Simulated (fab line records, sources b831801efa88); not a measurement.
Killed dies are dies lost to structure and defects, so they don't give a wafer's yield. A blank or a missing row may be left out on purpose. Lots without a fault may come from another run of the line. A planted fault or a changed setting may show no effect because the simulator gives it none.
Chamber matching | flow sky130 | SKY_LI_CONTACT_CMP_24 on cmp-01: 4 sister chambers
The step polishes, stops on PSG, t overpolish 20 s, target thk 0 nm. 4 wafers are shown with their chamber, then 10 later ones without.

WAFERS WITH THEIR CHAMBER
wafer  | chamber | motor_current_A (A)
L122.1 | 2       | 10.0
L122.2 | 1       | 10.9
L123.1 | 0       | 10.6
L123.2 | 3       | 11.7

WAFERS WITHOUT THEIR CHAMBER
wafer  | motor_current_A (A)
L123.4 | 9.5
L131.1 | 11.2
L131.4 | 10.4
L131.6 | 9.6
L133.1 | 11.8
L133.2 | 11.6
L133.6 | 11.6
L136.2 | 11.1
L136.3 | 9.7
L136.4 | 11.9

WHICH CHAMBER EACH WENT THROUGH
wafer  | from the rows above          | in truth
L123.4 | 2                            | 2
L131.1 | can't be placed: 1 or 3 or 0 | 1
L131.4 | can't be placed: 0 or 2 or 1 | 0
L131.6 | 2                            | 2
L133.1 | 3                            | 3
L133.2 | 3                            | 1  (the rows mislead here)
L133.6 | 3                            | 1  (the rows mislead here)
L136.2 | can't be placed: 1 or 0 or 3 | 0
L136.3 | 2                            | 2
L136.4 | 3                            | 3
Placed correctly: 5 of 10. Can't be placed from these rows: 3 (the true chamber is among the candidates in 3). Placed wrongly: 2.
How it was worked out, from the rows above alone: a wafer's distance from a chamber is the root of the sum, over the readings, of the square of ((its reading less the chamber's mean) divided by the reading's scatter). The wafer belongs to the nearest chamber; if the next one is less than 2 further off, it can't be placed. A chamber's mean is the mean of its shown wafers. The scatter: with one shown wafer a chamber, the root of the mean of the squares of how far each hidden wafer lies from its nearest shown one.
